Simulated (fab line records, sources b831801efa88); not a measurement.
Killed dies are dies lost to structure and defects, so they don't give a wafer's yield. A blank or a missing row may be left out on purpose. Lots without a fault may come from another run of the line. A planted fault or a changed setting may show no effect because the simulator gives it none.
fab line records | flow sky130
record lots=13 wafers=37 last_day=50
route steps=708 shown LI_CONTACT@378 LOCAL_INTERCONNECT@401 PAD_OPEN@708
lots that met no fault: from a run of the same line without faults
start_h: hours from the record's first day to the start of the lot's first wafer shown | wait_h: hours since the lot's step before | " the same as in the row above | L1.1+2: a row that stands for several wafers | - no value, or no start given | * or withheld: withheld | < > ~ a bound
route shown NAME@n: a module of which the file shows steps, and the number in the route of the first | usual: mean/standard deviation of fault-free wafers | same: alike in all rows | chamber/n: place in a boat | sites: the reading at each site | _std_site: their standard deviation | _edge_site: outer sites' mean less inner sites' | radius_mm: how far each site lies from the wafer's centre | mask NAME#n: copy n | behind: the tool/chamber that last shaped the wafer | hold: why the lot was held/for how many hours/how that ended | device: the transistor (n, p or np) that didn't switch | end of line: the same wafers' tests at the end of the route | a step without rows: its recipe alone | killed: dies lost to structure and defects at the first sort, not the wafer's yield | map: a wafer's dies, x killed, . not, _ none there
set.NAME: the setting as run; set.NAME@STEP: as run at that earlier step | model.NAME: the simulator's own value behind a step, which no gauge read
steps of the route over a sample of lots; a table a step, a row a wafer
services: from which hour (start_h, from the record's first day; less than 0 if before it) a tool's chamber was out of use, for how many hours, and why
## steps
# step SKY_LI_CONTACT_STRIP_16
# recipe chemistry=O2/N2 power_w=1400 pressure_mtorr=1500 platen_temp_c=withheld o2_flow_sccm=3000 n2_flow_sccm=300 overash_fraction=0.5
# usual drypump_motor_current_A=5.88/0.24 oes_product_au=0.375/0.0045 strip_time_to_endpoint_s=3.48/0.032
# columns lot.wafer tool chamber start_h wait_h drypump_motor_current_A oes_product_au rf_hours_counter_h strip_time_to_endpoint_s
L641.3 plasma_asher-04 0 682.06 - 5.74 0.371 - 3.42
L641.4 " 1 " " 5.78 0.376 - 3.46
L641.6 " 0 " " 5.75 0.377 - 3.44
L642.2 plasma_asher-04 0 687.26 - 5.75 0.383 54 3.54
L642.3 " 0 " " 5.76 0.376 - 3.51
L642.5 " 1 " " 5.76 0.374 - 3.56
L643.2 plasma_asher-01 1 692.88 - 5.91 0.369 27 3.42
L643.4 " 0 " " 6.11 0.366 - 3.52
L643.6 " 0 " " 6.14 0.385 - 3.47
L648.1 plasma_asher-04 1 745.58 - 5.76 0.377 60 3.46
L648.5 " 1 " " 5.80 0.374 - 3.46
L648.6 " 0 " " 5.77 0.381 - 3.47
L649.2 plasma_asher-02 0 747.56 - 5.66 0.372 0 3.48
L649.3 " 1 " " 6.38 0.370 - 3.44
L652.4 plasma_asher-02 1 764.96 - 6.40 0.377 - 3.49
L652.5 " 1 " " 6.42 0.372 - 3.47
L658.1 plasma_asher-04 0 812.11 - 5.74 0.374 66 3.46
L658.2 " 1 " " 5.70 0.370 66 3.45
L658.3 " 1 " " 5.76 0.375 - 3.45
L659.2 plasma_asher-01 0 818.41 - 6.09 0.376 40 3.46
L659.3 " 0 " " 6.12 0.378 - 3.48
L659.5 " 1 " " 5.92 0.380 - 3.47
L660.1 plasma_asher-04 1 820.48 - 5.75 0.374 67 3.51
L660.2 " 0 " " 5.73 0.371 67 3.50
L660.3 " 0 " " 5.75 0.376 - 3.51
L661.2 plasma_asher-04 1 829.46 - 5.72 0.369 68 3.49
L661.3 " 1 " " 5.72 0.376 - 3.48
L661.4 " 0 " " 5.74 0.376 - 3.48
L662.1 plasma_asher-01 1 838.43 - 5.91 0.364 41 3.50
L662.3 " 1 " " 5.92 0.378 - 3.52
L662.4 " 0 " " 6.12 0.384 - 3.47
L663.2 plasma_asher-02 1 844.66 - 6.40 0.372 10 3.51
L663.3 " 1 " " 6.40 0.377 - 3.44
L663.5 " 0 " " 5.59 0.369 - 3.47
L664.1 plasma_asher-01 0 850.23 - 6.12 0.376 43 3.47
L664.5 " 1 " " 5.90 0.367 - 3.49
L664.6 " 0 " " 6.14 0.370 - 3.49
# step SKY_LI_CONTACT_CVD_21
# recipe material=W target_thk_nm=400 time_s=120.56 temp_c=400 pressure_torr=40
# usual heater_power_w=845/100
# same time_s=120.56
# columns lot.wafer tool chamber start_h wait_h heater_power_w
L641.3 cvd_w-02 0 682.50 0.1 639
L641.4 " 1 " " 846
L641.6 " 1 " " 819
L642.2 cvd_w-01 0 687.69 0.0 822
L642.3 " 1 " " 929
L642.5 " 1 " " 938
L643.2 cvd_w-01 1 693.31 0.0 973
L643.4 " 0 " " 819
L643.6 " 1 " " 930
L648.1 cvd_w-01 0 746.01 0.0 827
L648.5 " 1 " " 947
L648.6 " 0 " " 848
L649.2 cvd_w-01 0 747.99 0.0 839
L649.3 " 1 " " 970
L652.4 cvd_w-02 1 765.40 0.1 827
L652.5 " 1 " " 847
L658.1 cvd_w-02 1 812.56 0.0 836
L658.2 " 0 " " 642
L658.3 " 0 " " 643
L659.2 cvd_w-01 0 818.85 0.0 824
L659.3 " 1 " " 975
L659.5 " 1 " " 944
L660.1 cvd_w-01 1 820.91 0.0 965
L660.2 " 0 " " 839
L660.3 " 1 " " 925
L661.2 cvd_w-01 0 829.90 0.0 816
L661.3 " 1 " " 953
L661.4 " 0 " " 830
L662.1 cvd_w-01 1 838.86 0.0 985
L662.3 " 1 " " 971
L662.4 " 1 " " 961
L663.2 cvd_w-01 0 845.10 0.0 803
L663.3 " 1 " " 958
L663.5 " 0 " " 821
L664.1 cvd_w-02 0 850.66 0.0 630
L664.5 " 1 " " 830
L664.6 " 0 " " 628
# step SKY_LI_CONTACT_THK_MEAS_23
# recipe thk_meas_gauge=xrf reads=W_of_LI_CONTACT_CVD_21
# usual LI_CONTACT_W_THK=399/5.4
# columns lot.wafer tool chamber start_h wait_h LI_CONTACT_W_THK[nm]
L641.3 film_metro-02 - 682.73 0.1 391
L641.4 " - " " 393
L641.6 " - " " 396
L642.2 film_metro-01 - 687.95 0.1 408
L642.3 " - " " 402
L642.5 " - " " 405
L643.2 film_metro-02 - 693.57 0.1 392
L643.4 " - " " 389
L643.6 " - " " 393
L648.1 film_metro-01 - 746.26 0.1 400
L648.5 " - " " 401
L648.6 " - " " 401
L649.2 film_metro-01 - 748.25 0.1 406
L649.3 " - " " 407
L652.4 film_metro-02 - 765.64 0.1 392
L652.5 " - " " 393
L658.1 film_metro-02 - 812.81 0.1 399
L658.2 " - " " 395
L658.3 " - " " 399
L659.2 film_metro-02 - 819.10 0.1 405
L659.3 " - " " 407
L659.5 " - " " 402
L660.1 film_metro-02 - 821.16 0.1 403
L660.2 " - " " 396
L660.3 " - " " 401
L661.2 film_metro-02 - 830.15 0.1 405
L661.3 " - " " 396
L661.4 " - " " 402
L662.1 film_metro-04 - 839.23 0.1 395
L662.3 " - " " 399
L662.4 " - " " 395
L663.2 film_metro-04 - 845.35 0.1 397
L663.3 " - " " 399
L663.5 " - " " 396
L664.1 film_metro-02 - 850.91 0.1 393
L664.5 " - " " 392
L664.6 " - " " 394
# step SKY_LOCAL_INTERCONNECT_METAL_ETCH_14
# recipe target_depth_nm=110 stop_on=PSG chemistry=Cl2/BCl3 target=TiN resist_sidewall_deg=88 pressure_mtorr=10 icp_w=900 bias_w=48.5 Cl2_flow_sccm=60 bcl3_flow_sccm=30 time_s=31.4
# usual drypump_motor_current_A=5.9/0.5 oes_product_au=0.944/0.0075 throttle_valve_pct=21.898/0.01
# columns lot.wafer tool chamber start_h wait_h drypump_motor_current_A oes_product_au rf_hours_counter_h throttle_valve_pct
L641.3 rie_metal-01 1 711.33 0.0 6.6 0.939 - 21.908
L641.4 " 0 " " 6.1 0.937 - 21.900
L641.6 " 0 " " 6.1 0.934 - 21.904
L642.2 rie_metal-03 1 717.15 0.0 5.1 0.954 12 21.908
L642.3 " 1 " " 5.1 0.942 - 21.892
L642.5 " 1 " " 5.1 0.942 - 21.908
L643.2 rie_metal-03 1 722.32 0.0 5.1 0.934 12 21.902
L643.4 " 0 " " 5.9 0.933 - 21.906
L643.6 " 1 " " 5.1 0.934 - 21.901
L648.1 rie_metal-01 1 773.18 0.1 6.6 0.949 1 21.902
L648.5 " 0 " " 6.1 0.964 - 21.914
L648.6 " 1 " " 6.6 0.957 - 21.899
L649.2 rie_metal-03 0 775.65 0.0 5.9 0.911 12 21.917
L649.3 " 0 " " 5.9 0.912 - 21.906
L652.4 rie_metal-03 0 792.37 0.0 5.9 0.912 - 21.909
L652.5 " 1 " " 5.1 0.905 - 21.931
L658.1 rie_metal-02 0 839.52 0.0 6.0 0.947 12 21.909
L658.2 " 1 " " 6.2 0.951 16 21.871
L658.3 " 1 " " 6.2 0.948 - 21.890
L659.2 rie_metal-01 1 846.17 0.0 6.6 0.942 3 21.886
L659.3 " 0 " " 6.1 0.937 - 21.898
L659.5 " 0 " " 6.1 0.942 - 21.902
L660.1 rie_metal-02 1 848.44 0.1 6.2 0.949 17 21.892
L660.2 " 0 " " 6.0 0.958 12 21.892
L660.3 " 1 " " 6.2 0.948 - 21.903
L661.2 rie_metal-03 0 857.67 0.0 5.9 0.943 15 21.886
L661.3 " 1 " " 5.1 0.940 - 21.919
L661.4 " 0 " " 5.9 0.943 - 21.886
L662.1 rie_metal-03 1 866.41 0.0 5.1 0.947 3 21.899
L662.3 " 0 " " 5.9 0.952 - 21.890
L662.4 " 1 " " 5.1 0.949 - 21.894
L663.2 rie_metal-01 0 872.07 0.0 6.1 0.943 17 21.911
L663.3 " 1 " " 6.6 0.937 - 21.916
L663.5 " 1 " " 6.6 0.946 - 21.918
L664.1 rie_metal-01 0 877.62 0.0 6.1 0.953 17 21.899
L664.5 " 1 " " 6.6 0.945 - 21.896
L664.6 " 0 " " 6.1 0.938 - 21.897
# step SKY_PAD_OPEN_PROBE_99
# usual killed_at_M0_to_M3=43/8 killed_at_M4_up=2.9/1.6 killed_at_contacts=26/5.2 killed_at_front_end=15/4.3 killed_at_other=0.3/0.56 killed_dies=87/10 killed_open=48/6.9 killed_short=40/6.5
# same gross_dies=492 killed_at_back_side=0
# columns lot.wafer tool chamber start_h wait_h killed_at_M0_to_M3 killed_at_M4_up killed_at_contacts killed_at_front_end killed_at_other killed_dies killed_open killed_short
L641.3 prober-02 - 1080.15 0.2 32 3 27 12 0 74 43 31
L641.4 prober-02 - 1080.20 0.2 36 2 30 8 1 77 37 40
L641.6 prober-02 - 1080.30 0.2 44 5 27 10 1 87 56 31
L643.2 prober-02 - 1087.55 0.1 43 2 28 21 0 94 47 47
L643.4 prober-02 - 1087.65 0.2 45 1 35 20 1 102 58 44
L643.6 prober-02 - 1087.75 0.2 41 1 22 14 1 79 44 35
L648.1 prober-02 - 1127.11 0.1 40 3 19 24 0 86 51 35
L648.5 prober-02 - 1127.31 0.2 27 1 30 22 0 80 46 34
L648.6 prober-02 - 1127.36 0.2 37 2 24 21 0 84 50 34
L649.2 prober-01 - 1127.84 0.1 48 5 22 21 0 96 47 49
L649.3 prober-01 - 1127.89 0.2 41 3 25 25 0 94 45 49
L659.2 prober-01 - 1177.97 0.1 26 6 28 16 3 79 43 36
L659.3 prober-01 - 1178.02 0.2 59 2 27 17 0 105 60 45
L659.5 prober-01 - 1178.12 0.2 42 1 15 14 0 72 40 32
L660.1 prober-02 - 1178.15 0.1 31 1 27 18 1 78 35 43
L660.2 prober-02 - 1178.20 0.1 33 4 30 18 0 85 53 32
L660.3 prober-02 - 1178.25 0.2 28 3 29 15 0 75 43 32
L661.2 prober-01 - 1182.73 0.1 46 0 23 19 0 88 44 44
L661.3 prober-01 - 1182.78 0.2 48 3 16 15 0 82 47 35
L661.4 prober-01 - 1182.83 0.2 46 6 24 14 0 90 47 43
L662.1 prober-02 - 1188.11 0.1 48 7 20 19 0 94 44 50
L662.3 prober-02 - 1188.21 0.2 38 2 17 19 0 76 40 36
L662.4 prober-02 - 1188.26 0.2 38 2 23 15 2 80 52 28
L664.1 prober-02 - 1197.91 0.1 42 5 22 7 0 76 41 35
L664.5 prober-02 - 1198.11 0.2 46 1 34 13 0 94 64 30
L664.6 prober-02 - 1198.16 0.2 33 2 28 7 0 70 43 27
# killed by level:class
L641.3 CONTACT:geometric_particle:open=12 LI_CONTACT:geometric_particle:open=9 VIA2:geometric_particle:open=8 METAL1:geometric_particle:short=5 POLY_GATE:geometric_particle:short=4 METAL3:geometric_particle:short=4 POLY_CUT:geometric_particle:open=3 CONTACT:geometric_particle:short=3
L641.4 LI_CONTACT:geometric_particle:open=10 CONTACT:geometric_particle:open=7 CONTACT:geometric_particle:short=7 METAL1:geometric_particle:short=6 VIA1:geometric_particle:open=6 METAL2:geometric_particle:short=6 LOCAL_INTERCONNECT:geometric_particle:short=3 VIA2:geometric_particle:short=3
L641.6 VIA1:geometric_particle:open=14 CONTACT:geometric_particle:open=10 LI_CONTACT:geometric_particle:open=7 FIELD_ISO:geometric_particle:open=6 VIA2:geometric_particle:open=6 LOCAL_INTERCONNECT:geometric_particle:short=5 VIA3:geometric_particle:open=4 VIA1:geometric_particle:short=4
L643.2 VIA1:geometric_particle:open=13 CONTACT:geometric_particle:open=9 LOCAL_INTERCONNECT:geometric_particle:short=7 METAL2:geometric_particle:short=6 FIELD_ISO:geometric_particle:open=5 FIELD_ISO:geometric_particle:short=5 POLY_GATE:geometric_particle:short=5 METAL1:geometric_particle:short=4
L643.4 CONTACT:geometric_particle:open=15 LI_CONTACT:geometric_particle:open=9 VIA1:geometric_particle:open=9 METAL2:geometric_particle:short=7 FIELD_ISO:geometric_particle:short=5 VIA2:geometric_particle:open=5 LOCAL_INTERCONNECT:geometric_particle:short=5 VIA3:geometric_particle:open=5
L643.6 VIA1:geometric_particle:open=9 VIA1:geometric_particle:short=8 VIA2:geometric_particle:open=7 CONTACT:geometric_particle:open=6 FIELD_ISO:geometric_particle:open=5 LI_CONTACT:geometric_particle:open=5 METAL1:geometric_particle:short=5 LOCAL_INTERCONNECT:geometric_particle:short=4
L648.1 CONTACT:geometric_particle:open=10 FIELD_ISO:geometric_particle:open=9 METAL2:geometric_particle:short=9 VIA2:geometric_particle:open=8 VIA1:geometric_particle:open=7 FIELD_ISO:geometric_particle:short=5 POLY_GATE:geometric_particle:open=5 POLY_GATE:geometric_particle:short=4
L648.5 CONTACT:geometric_particle:open=21 POLY_GATE:geometric_particle:short=7 METAL2:geometric_particle:short=6 POLY_GATE:geometric_particle:open=6 VIA3:geometric_particle:open=5 FIELD_ISO:geometric_particle:short=4 METAL1:geometric_particle:short=4 LOCAL_INTERCONNECT:geometric_particle:short=4
L648.6 CONTACT:geometric_particle:open=13 VIA1:geometric_particle:open=8 FIELD_ISO:geometric_particle:open=6 LI_CONTACT:geometric_particle:open=6 VIA2:geometric_particle:open=5 FIELD_ISO:geometric_particle:short=4 VIA3:geometric_particle:open=4 CONTACT:geometric_particle:short=4
L649.2 VIA1:geometric_particle:short=8 LI_CONTACT:geometric_particle:open=8 VIA1:geometric_particle:open=7 VIA2:geometric_particle:open=7 FIELD_ISO:geometric_particle:open=6 FIELD_ISO:geometric_particle:short=6 VIA3:geometric_particle:open=6 POLY_GATE:geometric_particle:open=5
L649.3 VIA1:geometric_particle:open=8 CONTACT:geometric_particle:open=7 FIELD_ISO:geometric_particle:short=6 VIA3:geometric_particle:open=6 LOCAL_INTERCONNECT:geometric_particle:short=6 CONTACT:geometric_particle:short=6 VIA1:geometric_particle:short=6 FIELD_ISO:geometric_particle:open=5
L659.2 CONTACT:geometric_particle:open=14 CONTACT:geometric_particle:short=7 VIA1:geometric_particle:open=7 METAL2:geometric_particle:short=5 METAL4:geometric_particle:short=5 FIELD_ISO:geometric_particle:short=4 POLY_GATE:geometric_particle:open=4 LI_CONTACT:geometric_particle:open=4
L659.3 VIA3:geometric_particle:open=11 CONTACT:geometric_particle:open=11 VIA1:geometric_particle:open=10 VIA2:geometric_particle:open=8 METAL2:geometric_particle:short=8 POLY_GATE:geometric_particle:open=7 VIA2:geometric_particle:short=6 LI_CONTACT:geometric_particle:open=5
L659.5 VIA1:geometric_particle:open=13 CONTACT:geometric_particle:open=6 METAL2:geometric_particle:short=5 FIELD_ISO:geometric_particle:open=4 LI_CONTACT:geometric_particle:short=4 VIA2:geometric_particle:open=4 VIA3:geometric_particle:short=4 METAL1:geometric_particle:short=3
L660.1 CONTACT:geometric_particle:open=10 FIELD_ISO:geometric_particle:short=8 LI_CONTACT:geometric_particle:open=6 CONTACT:geometric_particle:short=6 VIA1:geometric_particle:open=6 FIELD_ISO:geometric_particle:open=4 VIA1:geometric_particle:short=4 METAL2:geometric_particle:short=4
L660.2 VIA1:geometric_particle:open=11 CONTACT:geometric_particle:short=9 LI_CONTACT:geometric_particle:open=8 POLY_GATE:geometric_particle:open=7 CONTACT:geometric_particle:open=7 METAL1:geometric_particle:short=4 VIA2:geometric_particle:open=4 POLY_GATE:geometric_particle:short=3
L660.3 CONTACT:geometric_particle:open=10 POLY_GATE:geometric_particle:short=8 LI_CONTACT:geometric_particle:open=8 VIA1:geometric_particle:open=7 VIA3:geometric_particle:open=7 LI_CONTACT:geometric_particle:short=5 CONTACT:geometric_particle:short=5 VIA2:geometric_particle:open=3
L661.2 VIA1:geometric_particle:open=14 VIA1:geometric_particle:short=8 LI_CONTACT:geometric_particle:open=7 CONTACT:geometric_particle:short=6 CONTACT:geometric_particle:open=6 FIELD_ISO:geometric_particle:short=5 FIELD_ISO:geometric_particle:open=5 POLY_GATE:geometric_particle:short=4
L661.3 VIA1:geometric_particle:open=18 VIA3:geometric_particle:open=8 VIA1:geometric_particle:short=7 FIELD_ISO:geometric_particle:short=6 CONTACT:geometric_particle:open=6 FIELD_ISO:geometric_particle:open=5 LI_CONTACT:geometric_particle:open=5 METAL2:geometric_particle:short=4
L661.4 VIA1:geometric_particle:open=12 VIA2:geometric_particle:open=10 CONTACT:geometric_particle:open=8 LOCAL_INTERCONNECT:geometric_particle:short=7 METAL2:geometric_particle:short=6 POLY_GATE:geometric_particle:open=5 METAL1:geometric_particle:short=5 LI_CONTACT:geometric_particle:open=4
L662.1 VIA1:geometric_particle:open=9 VIA2:geometric_particle:open=7 CONTACT:geometric_particle:open=7 METAL2:geometric_particle:short=7 VIA3:geometric_particle:short=7 LI_CONTACT:geometric_particle:open=6 METAL4:geometric_particle:short=6 METAL1:geometric_particle:short=5
L662.3 METAL1:geometric_particle:short=8 VIA1:geometric_particle:open=7 CONTACT:geometric_particle:open=7 FIELD_ISO:geometric_particle:short=6 SPACER:geometric_particle:open=6 VIA1:geometric_particle:short=6 VIA2:geometric_particle:open=5 FIELD_ISO:geometric_particle:open=3
L662.4 VIA1:geometric_particle:open=11 CONTACT:geometric_particle:open=10 VIA2:geometric_particle:open=8 VIA3:geometric_particle:open=8 LI_CONTACT:geometric_particle:open=6 FIELD_ISO:geometric_particle:short=4 POLY_GATE:geometric_particle:short=4 LOCAL_INTERCONNECT:geometric_particle:short=4
L664.1 CONTACT:geometric_particle:open=11 VIA1:geometric_particle:open=10 VIA1:geometric_particle:short=6 VIA2:geometric_particle:open=6 METAL2:geometric_particle:short=5 LI_CONTACT:geometric_particle:open=4 LI_CONTACT:geometric_particle:short=3 METAL3:geometric_particle:short=3
L664.5 CONTACT:geometric_particle:open=15 VIA2:geometric_particle:open=10 LI_CONTACT:geometric_particle:open=10 VIA1:geometric_particle:open=10 METAL3:geometric_particle:short=5 FIELD_ISO:geometric_particle:open=4 FIELD_ISO:geometric_particle:short=4 VIA2:geometric_particle:short=4
L664.6 VIA1:geometric_particle:open=12 CONTACT:geometric_particle:open=9 LI_CONTACT:geometric_particle:open=7 CONTACT:geometric_particle:short=7 VIA3:geometric_particle:open=5 METAL2:geometric_particle:short=4 FIELD_ISO:geometric_particle:open=3 LI_CONTACT:geometric_particle:short=3
## services
# columns tool chamber start_h hours kind
cvd_w-01 1 658.80 1.6 repair
rie_metal-02 - 676.04 2.8 pm
cvd_w-01 - 681.99 1.2 repair
rie_metal-03 - 683.55 1.1 repair
cvd_w-02 0 699.35 3.8 repair
cvd_w-02 - 705.35 5.9 repair
rie_metal-03 0 708.43 4.7 repair
rie_metal-03 1 725.49 3.0 repair
plasma_asher-02 - 733.75 9.0 pm
cvd_w-01 - 735.61 2.8 pm
rie_metal-01 1 737.46 - clean
rie_metal-01 1 737.46 17.8 scheduled_down
rie_metal-03 1 751.18 - clean
rie_metal-03 1 751.18 16.9 scheduled_down
rie_metal-03 1 751.18 16.9 vent_cycle
rie_metal-02 - 760.09 1.4 pm
rie_metal-02 - 779.44 0.2 repair
plasma_asher-01 - 780.62 1.8 repair
rie_metal-01 0 781.30 1.6 repair
plasma_asher-01 - 827.25 6.1 repair
cvd_w-01 0 834.06 8.0 repair
plasma_asher-04 - 847.99 2.8 pm
cvd_w-02 1 856.37 4.1 repair
cvd_w-02 0 872.98 7.2 repair
## key
first_sign step=SKY_LOCAL_INTERCONNECT_METAL_ETCH_14 reading=oes_product_au direction=down sigmas=4.6 usual=0.944 struck=0.910
effect step=SKY_LOCAL_INTERCONNECT_METAL_ETCH_14 reading=throttle_valve_pct direction=up sigmas=1.8 usual=21.898 struck=21.916
met_at SKY_LOCAL_INTERCONNECT_METAL_ETCH_14
struck_lots L649,L652
tester_left_out L649,L652
not_acting_at SKY_LI_CONTACT_STRIP_16,SKY_LI_CONTACT_CVD_21,SKY_LI_CONTACT_THK_MEAS_23
onset_between 722.32 775.65
fault kind=process_parameter_drift tool=rie_metal-03 chamber=- onset_h=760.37 steps=SKY_LOCAL_INTERCONNECT_METAL_ETCH_14 channel=time_s offset=* shape=step end_h=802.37 acts_in=* stated=*
# tester_left_out: of these lots the tester's yield and bins aren't shown, on N5 and GAA mostly nor the transistor test; their killed dies are dies lost to structure and defects alone, not to doping, threshold or leakage, so they don't give the yield
